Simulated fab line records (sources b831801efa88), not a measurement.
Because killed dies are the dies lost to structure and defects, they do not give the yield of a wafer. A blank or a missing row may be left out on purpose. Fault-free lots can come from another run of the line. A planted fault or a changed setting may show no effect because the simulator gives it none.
Matching of chambers / flow gf180mcu / GF_POLY_GATE_ETCH_12 on rie-diel-02: 4 sister chambers
The step etches BARC in N2/H2. 14 wafers are shown with their chamber, then 7 later ones without.

== EACH WAFER AND ITS CHAMBER ==
wafer=L075.1; chamber=1; drypump-motor-current-A (A)=5.9; throttle-valve-pct (%)=13.211; oes-product-au (a.u.)=0.732
wafer=L075.2; chamber=3; drypump-motor-current-A (A)=5.9; throttle-valve-pct (%)=13.210; oes-product-au (a.u.)=0.739
wafer=L075.3; chamber=2; drypump-motor-current-A (A)=5.2; throttle-valve-pct (%)=13.206; oes-product-au (a.u.)=0.742
wafer=L075.4; chamber=0; drypump-motor-current-A (A)=4.8; throttle-valve-pct (%)=13.235; oes-product-au (a.u.)=0.746
wafer=L075.5; chamber=0; drypump-motor-current-A (A)=4.8; throttle-valve-pct (%)=13.218; oes-product-au (a.u.)=0.725
wafer=L075.6; chamber=3; drypump-motor-current-A (A)=5.9; throttle-valve-pct (%)=13.220; oes-product-au (a.u.)=0.736
wafer=L078.2; chamber=2; drypump-motor-current-A (A)=5.3; throttle-valve-pct (%)=13.210; oes-product-au (a.u.)=0.739
wafer=L078.3; chamber=1; drypump-motor-current-A (A)=5.9; throttle-valve-pct (%)=13.229; oes-product-au (a.u.)=0.735
wafer=L078.5; chamber=2; drypump-motor-current-A (A)=5.3; throttle-valve-pct (%)=13.214; oes-product-au (a.u.)=0.746
wafer=L079.2; chamber=2; drypump-motor-current-A (A)=5.3; throttle-valve-pct (%)=13.239; oes-product-au (a.u.)=0.737
wafer=L079.4; chamber=3; drypump-motor-current-A (A)=5.9; throttle-valve-pct (%)=13.198; oes-product-au (a.u.)=0.742
wafer=L079.5; chamber=0; drypump-motor-current-A (A)=4.8; throttle-valve-pct (%)=13.208; oes-product-au (a.u.)=0.741
wafer=L084.4; chamber=1; drypump-motor-current-A (A)=5.9; throttle-valve-pct (%)=13.231; oes-product-au (a.u.)=0.742
wafer=L084.5; chamber=0; drypump-motor-current-A (A)=4.8; throttle-valve-pct (%)=13.203; oes-product-au (a.u.)=0.741

SIGNATURES, as means of the wafers listed above
reading=drypump-motor-current-A; chamber 0=4.800; chamber 1=5.900; chamber 2=5.275; chamber 3=5.900; scatter within a chamber=0.0274
reading=throttle-valve-pct; chamber 0=13.21600; chamber 1=13.22367; chamber 2=13.21725; chamber 3=13.20933; scatter within a chamber=0.0132
reading=oes-product-au; chamber 0=0.73825; chamber 1=0.73633; chamber 2=0.74100; chamber 3=0.73900; scatter within a chamber=0.00606
Rule: a wafer lies at a distance from a chamber equal to the root of the sum of squares, over the readings, of (its reading less the chamber's mean, divided by the reading's scatter). If the next closest chamber is less than 2 further off than the closest, the wafer can't be placed; otherwise it belongs to the closest. The scatter is the square root of a quotient: the sum, over the shown wafers, of each reading's squared deviation from its chamber's mean, divided by wafers minus chambers.

== WAFERS WITHOUT THEIR CHAMBER ==
wafer=L084.6; drypump-motor-current-A (A)=5.9; throttle-valve-pct (%)=13.218; oes-product-au (a.u.)=0.742
wafer=L086.3; drypump-motor-current-A (A)=5.9; throttle-valve-pct (%)=13.218; oes-product-au (a.u.)=0.739
wafer=L086.5; drypump-motor-current-A (A)=4.8; throttle-valve-pct (%)=13.222; oes-product-au (a.u.)=0.729
wafer=L086.6; drypump-motor-current-A (A)=5.9; throttle-valve-pct (%)=13.229; oes-product-au (a.u.)=0.739
wafer=L089.2; drypump-motor-current-A (A)=5.2; throttle-valve-pct (%)=13.213; oes-product-au (a.u.)=0.734
wafer=L089.3; drypump-motor-current-A (A)=4.8; throttle-valve-pct (%)=13.217; oes-product-au (a.u.)=0.744
wafer=L089.5; drypump-motor-current-A (A)=4.8; throttle-valve-pct (%)=13.209; oes-product-au (a.u.)=0.738

== WHICH CHAMBER EACH WENT THROUGH ==
wafer=L084.6; from the rows above=can't be placed: 3 or 1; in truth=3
wafer=L086.3; from the rows above=can't be placed: 1 or 3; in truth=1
wafer=L086.5; from the rows above=0; in truth=0
wafer=L086.6; from the rows above=can't be placed: 1 or 3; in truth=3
wafer=L089.2; from the rows above=2; in truth=2
wafer=L089.3; from the rows above=0; in truth=0
wafer=L089.5; from the rows above=0; in truth=0
Correctly placed: 4 of 7. Cannot be placed on the basis of these rows: 3; the candidates contain the true chamber in 3. Wrongly placed: 0.
